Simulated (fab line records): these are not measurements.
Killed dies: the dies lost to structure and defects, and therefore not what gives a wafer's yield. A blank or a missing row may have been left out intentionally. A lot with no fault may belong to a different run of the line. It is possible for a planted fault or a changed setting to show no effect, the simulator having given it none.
fab line records	flow sky130
record lots=12	wafers=36	lastDay=50
route steps=708 shown DNWELL@44 GATE_OXIDE@198 LDD_P@265 SD_N@349
lots that met no fault: from a run of the same line without faults
startH: the number of hours between the record's first day and the start of the first shown wafer of the lot	waitH: how many hours have passed since the lot's step before this one	" the same as in the row above	L1.1+2: a row that stands for several wafers	- no value, or no start was given	* or withheld: withheld	< > ~ a bound
route shown NAME@n: a module of which the file shows steps, and the number in the route of the first	usual: mean/standard deviation taken from wafers without a fault	same: alike in all rows	chamber/n: place in a boat	sites: the reading at each site	_std_site: standard deviation across them	_edge_site: outer sites' mean less inner sites'	radiusMm: how far each site lies from the wafer's centre	mask NAME#n: copy n	behind: the tool/chamber that last shaped the wafer	hold: reason for holding the lot/hours on hold/outcome of the hold	device: the n, p or np transistor that did not switch	end of line: tests run on the same wafers once the route is complete	a step given without rows: its recipe and nothing more	killed: the dies lost at the first sort to structure and to defects; this is not the yield of the wafer	map: the dies of a wafer, with x for killed, . for not killed, _ for no die there
set.NAME: the setting the step ran with; set.NAME@STEP: the setting that earlier step ran with	model.NAME: the simulator's own value behind a step, which no gauge read
the route's steps for a sample of lots (tables are steps, rows are wafers)
services: the hour from which a tool's chamber was out of use, counted from the record's first day as startH (under 0 if before that day), plus the number of hours and why
## steps
# step SKY_DNWELL_TW_MEAS_09
# usual DNWELL_TW=1113/7.5
lot.wafer	tool	chamber	startH	waitH	DNWELL_TW
L370.2	filmMetro-02	-	53.51	0.1	1115
L370.3	"	-	"	"	1114
L370.6	"	-	"	"	1115
L371.1	filmMetro-04	-	56.98	0.1	1112
L371.5	"	-	"	"	1122
L371.6	"	-	"	"	1123
L373.4	filmMetro-04	-	71.09	0.1	1109
L373.5	"	-	"	"	1114
L373.6	"	-	"	"	1115
L378.1	filmMetro-04	-	99.61	0.1	1115
L378.3	"	-	"	"	1118
L378.6	"	-	"	"	1120
L380.4	filmMetro-04	-	105.29	0.1	1116
L380.5	"	-	"	"	1114
L380.6	"	-	"	"	1110
L382.3	filmMetro-03	-	118.13	0.1	1109
L382.5	"	-	"	"	1118
L382.6	"	-	"	"	1114
L384.1	filmMetro-04	-	126.66	0.1	1113
L384.2	"	-	"	"	1113
L384.3	"	-	"	"	1110
L385.1	filmMetro-02	-	134.95	0.1	1125
L385.5	"	-	"	"	1122
L385.6	"	-	"	"	1121
L386.2	filmMetro-02	-	138.59	0.1	1121
L386.3	"	-	"	"	1124
L386.4	"	-	"	"	1122
L391.3	filmMetro-04	-	168.65	0.1	1103
L391.5	"	-	"	"	1108
L391.6	"	-	"	"	1105
L392.2	filmMetro-03	-	171.09	0.1	1120
L392.4	"	-	"	"	1115
L392.5	"	-	"	"	1124
L393.2	filmMetro-04	-	175.87	0.1	1108
L393.4	"	-	"	"	1103
L393.6	"	-	"	"	1101
# step SKY_GATE_OXIDE_IMPLANT_11
# recipe species=B	energyKev=10	doseCm2=2.6e+12	tiltDeg=withheld
# usual doseIonsCm2=2.6e+12/3e+09	endStationPressureTorr=4.97e-06/2.5e-07	faradayCurrentUA=14.7/0.31
lot.wafer	tool	chamber	startH	waitH	doseIonsCm2	endStationPressureTorr	faradayCurrentUA
L370.2	implanter-04	0	304.65	0.0	2.603e+12	4.88e-06	14.4
L370.3	"	0	"	"	2.6e+12	5.31e-06	14.9
L370.6	"	0	"	"	2.598e+12	4.84e-06	15.1
L371.1	implanter-04	0	312.48	0.0	2.595e+12	4.67e-06	14.6
L371.5	"	0	"	"	2.599e+12	5e-06	14.7
L371.6	"	0	"	"	2.596e+12	4.78e-06	14.7
L373.4	implanter-01	0	336.35	0.1	2.603e+12	4.83e-06	15.0
L373.5	"	0	"	"	2.602e+12	5.19e-06	14.7
L373.6	"	0	"	"	2.602e+12	4.87e-06	14.8
L378.1	implanter-03	0	380.53	0.0	2.595e+12	5.19e-06	14.9
L378.3	"	0	"	"	2.6e+12	5.02e-06	14.3
L378.6	"	0	"	"	2.597e+12	5.06e-06	15.1
L380.4	implanter-03	0	389.55	0.1	2.598e+12	5.04e-06	14.2
L380.5	"	0	"	"	2.6e+12	4.6e-06	14.9
L380.6	"	0	"	"	2.599e+12	5.08e-06	14.8
L382.3	implanter-04	0	413.18	0.1	2.601e+12	4.98e-06	15.3
L382.5	"	0	"	"	2.604e+12	5e-06	14.5
L382.6	"	0	"	"	2.601e+12	5.39e-06	14.7
L384.1	implanter-04	0	424.41	0.0	3.724e+12	5.36e-06	20.9
L384.2	"	0	"	"	3.727e+12	5.38e-06	21.6
L384.3	"	0	"	"	3.728e+12	4.95e-06	20.4
L385.1	implanter-04	0	432.88	0.0	3.719e+12	4.9e-06	20.6
L385.5	"	0	"	"	3.721e+12	5e-06	20.9
L385.6	"	0	"	"	3.724e+12	5.3e-06	21.4
L386.2	implanter-04	0	445.90	0.0	3.722e+12	5.23e-06	21.0
L386.3	"	0	"	"	3.723e+12	5.12e-06	21.1
L386.4	"	0	"	"	3.722e+12	4.85e-06	20.5
L391.3	implanter-03	0	486.06	0.1	2.6e+12	4.9e-06	14.0
L391.5	"	0	"	"	2.601e+12	5.37e-06	14.2
L391.6	"	0	"	"	2.596e+12	4.96e-06	14.9
L392.2	implanter-01	0	493.34	0.0	2.602e+12	5.25e-06	14.0
L392.4	"	0	"	"	2.599e+12	5.14e-06	14.8
L392.5	"	0	"	"	2.602e+12	4.82e-06	14.5
L393.2	implanter-04	0	501.05	0.0	2.601e+12	5.21e-06	14.9
L393.4	"	0	"	"	2.599e+12	4.9e-06	15.0
L393.6	"	0	"	"	2.603e+12	5.19e-06	15.1
# step SKY_GATE_OXIDE_TW_MEAS_14
# usual GATE_OXIDE_TW=224.3/1.1
lot.wafer	tool	chamber	startH	waitH	GATE_OXIDE_TW
L370.2	filmMetro-04	-	305.00	0.1	222.8
L370.3	"	-	"	"	223.6
L370.6	"	-	"	"	222.6
L371.1	filmMetro-03	-	312.84	0.1	223.7
L371.5	"	-	"	"	223.1
L371.6	"	-	"	"	223.4
L373.4	filmMetro-02	-	336.66	0.1	225.3
L373.5	"	-	"	"	226.3
L373.6	"	-	"	"	225.4
L378.1	filmMetro-03	-	380.88	0.1	225.9
L378.3	"	-	"	"	226.7
L378.6	"	-	"	"	226.8
L380.4	filmMetro-03	-	389.86	0.1	224.0
L380.5	"	-	"	"	223.2
L380.6	"	-	"	"	223.9
L382.3	filmMetro-04	-	413.60	0.1	224.1
L382.5	"	-	"	"	223.4
L382.6	"	-	"	"	224.5
L384.1	filmMetro-04	-	424.91	0.1	249.3
L384.2	"	-	"	"	247.1
L384.3	"	-	"	"	248.0
L385.1	filmMetro-03	-	433.35	0.1	248.0
L385.5	"	-	"	"	247.9
L385.6	"	-	"	"	249.1
L386.2	filmMetro-03	-	446.25	0.1	249.3
L386.3	"	-	"	"	247.9
L386.4	"	-	"	"	249.1
L391.3	filmMetro-02	-	486.39	0.1	224.4
L391.5	"	-	"	"	223.9
L391.6	"	-	"	"	224.8
L392.2	filmMetro-02	-	493.68	0.1	224.8
L392.4	"	-	"	"	223.5
L392.5	"	-	"	"	224.3
L393.2	filmMetro-03	-	501.39	0.1	222.8
L393.4	"	-	"	"	222.8
L393.6	"	-	"	"	223.5
# step SKY_LDD_P_STRIP_10
# recipe chemistry=O2/N2	powerW=1400	pressureMtorr=1500	platenTempC=withheld	o2FlowSccm=3000	n2FlowSccm=300	overashFraction=0.5
# usual drypumpMotorCurrentA=5.7/0.4	oesProductAu=0.716/0.0048	stripTimeToEndpointS=14.17/0.034
lot.wafer	tool	chamber	startH	waitH	drypumpMotorCurrentA	oesProductAu	rfHoursCounterH	stripTimeToEndpointS
L370.2	plasmaAsher-02	1	425.63	0.1	6.1	0.720	30	14.23
L370.3	"	0	"	"	5.3	0.726	-	14.25
L370.6	"	0	"	"	5.3	0.726	-	14.18
L371.1	plasmaAsher-02	1	436.70	0.1	6.2	0.724	31	14.16
L371.5	"	0	"	"	5.3	0.711	-	14.17
L371.6	"	1	"	"	6.1	0.715	-	14.17
L373.4	plasmaAsher-04	0	461.58	0.1	5.6	0.717	-	14.18
L373.5	"	0	"	"	5.5	0.725	-	14.14
L373.6	"	1	"	"	6.3	0.723	-	14.13
L378.1	plasmaAsher-04	0	511.99	0.1	5.6	0.719	71	14.13
L378.3	"	1	"	"	6.3	0.715	-	14.15
L378.6	"	1	"	"	6.4	0.723	-	14.15
L380.4	plasmaAsher-04	1	523.42	0.1	6.3	0.718	-	14.21
L380.5	"	1	"	"	6.3	0.716	-	14.13
L380.6	"	0	"	"	5.6	0.714	-	14.21
L382.3	plasmaAsher-02	1	542.58	0.1	6.2	0.719	-	14.26
L382.5	"	1	"	"	6.2	0.720	-	14.20
L382.6	"	0	"	"	5.3	0.721	-	14.23
L384.1	plasmaAsher-04	0	557.23	0.1	5.6	0.706	75	14.13
L384.2	"	1	"	"	6.3	0.722	75	14.13
L384.3	"	0	"	"	5.6	0.717	-	14.12
L385.1	plasmaAsher-01	1	563.30	0.1	5.5	0.716	13	14.17
L385.5	"	0	"	"	5.4	0.723	-	14.15
L385.6	"	1	"	"	5.5	0.721	-	14.16
L386.2	plasmaAsher-01	1	574.35	0.1	5.5	0.721	15	14.13
L386.3	"	1	"	"	5.5	0.721	-	14.14
L386.4	"	0	"	"	5.3	0.721	-	14.12
L391.3	plasmaAsher-04	0	610.63	0.1	5.6	0.709	-	14.17
L391.5	"	1	"	"	6.3	0.720	-	14.19
L391.6	"	0	"	"	5.6	0.715	-	14.19
L392.2	plasmaAsher-04	0	619.88	0.1	5.6	0.717	81	14.15
L392.4	"	0	"	"	5.6	0.716	-	14.19
L392.5	"	0	"	"	5.6	0.714	-	14.13
L393.2	plasmaAsher-02	1	626.85	0.1	6.2	0.712	49	14.14
L393.4	"	1	"	"	6.2	0.713	-	14.20
L393.6	"	0	"	"	5.2	0.714	-	14.17
# step SKY_SD_N_CD_MEAS_07
# recipe targetCdNm=380
# usual cdNm=379.9/2.8
lot.wafer	tool	chamber	startH	waitH	cdNm
L370.2	cdSem-01	-	639.96	0.1	379.6
L370.3	"	-	"	"	379.3
L370.6	"	-	"	"	377.0
L371.1	cdSem-02	-	654.81	0.1	379.9
L371.5	"	-	"	"	377.0
L371.6	"	-	"	"	379.0
L373.4	cdSem-02	-	672.19	0.1	378.7
L373.5	"	-	"	"	379.9
L373.6	"	-	"	"	380.8
L378.1	cdSem-01	-	718.21	0.1	376.5
L378.3	"	-	"	"	378.9
L378.6	"	-	"	"	376.7
L380.4	cdSem-01	-	728.12	0.1	380.4
L380.5	"	-	"	"	378.9
L380.6	"	-	"	"	380.2
L382.3	cdSem-01	-	746.38	0.1	379.2
L382.5	"	-	"	"	381.3
L382.6	"	-	"	"	377.9
L384.1	cdSem-02	-	758.39	0.1	384.5
L384.2	"	-	"	"	386.0
L384.3	"	-	"	"	383.4
L385.1	cdSem-02	-	764.51	0.1	373.8
L385.5	"	-	"	"	375.7
L385.6	"	-	"	"	373.4
L386.2	cdSem-01	-	777.40	0.1	380.0
L386.3	"	-	"	"	382.0
L386.4	"	-	"	"	381.7
L391.3	cdSem-01	-	807.72	0.1	378.4
L391.5	"	-	"	"	377.5
L391.6	"	-	"	"	377.0
L392.2	cdSem-02	-	816.15	0.1	377.6
L392.4	"	-	"	"	378.4
L392.5	"	-	"	"	379.0
L393.2	cdSem-01	-	818.95	0.1	377.3
L393.4	"	-	"	"	375.8
L393.6	"	-	"	"	374.6
## services
tool	chamber	startH	hours	kind
implanter-01	-	302.18	3.0	pm
plasmaAsher-02	-	303.91	1.5	repair
implanter-03	-	326.95	16.5	pm
implanter-04	-	356.73	0.7	repair
plasmaAsher-01	-	421.25	9.0	pm
plasmaAsher-01	0	421.25	9.0	ventCycle
plasmaAsher-01	1	421.25	9.0	ventCycle
plasmaAsher-01	0	430.25	-	clean
plasmaAsher-01	1	430.25	-	clean
implanter-01	-	438.62	0.9	repair
implanter-03	-	478.45	2.6	repair
implanter-04	-	483.28	2.8	repair
implanter-03	-	499.97	3.9	pm
plasmaAsher-02	-	503.82	15.6	pm
implanter-01	-	513.26	5.0	pm
implanter-04	-	532.81	34.6	pm
implanter-03	-	580.51	3.9	repair
plasmaAsher-04	-	622.60	6.4	pm
## key
firstSign step=SKY_GATE_OXIDE_IMPLANT_11	reading=doseIonsCm2	direction=up	sigmas=99+	usual=*	struck=*
effect step=SKY_GATE_OXIDE_IMPLANT_11	reading=faradayCurrentUA	direction=up	sigmas=20	usual=14.7	struck=20.9
effect step=SKY_GATE_OXIDE_TW_MEAS_14	reading=GATE_OXIDE_TW	direction=up	sigmas=23	usual=224.3	struck=248.4
metAt SKY_GATE_OXIDE_IMPLANT_11
struckLots L384,L385,L386
testerLeftOut L384,L385,L386
notActingAt SKY_DNWELL_TW_MEAS_09,SKY_LDD_P_STRIP_10,SKY_SD_N_CD_MEAS_07
onsetBetween 413.18 424.41
fault kind=processParameterDrift	tool=implanter-04	chamber=-	onsetH=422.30	steps=SKY_GATE_OXIDE_IMPLANT_11	channel=doseCm2	offset=*	shape=step	endH=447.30	actsIn=*	stated=*
# testerLeftOut: of these lots the tester's yield and bins aren't shown, on N5 and GAA mostly nor the transistor test; their killed dies are dies lost to structure and defects alone, not to doping, threshold or leakage, so they don't give the yield
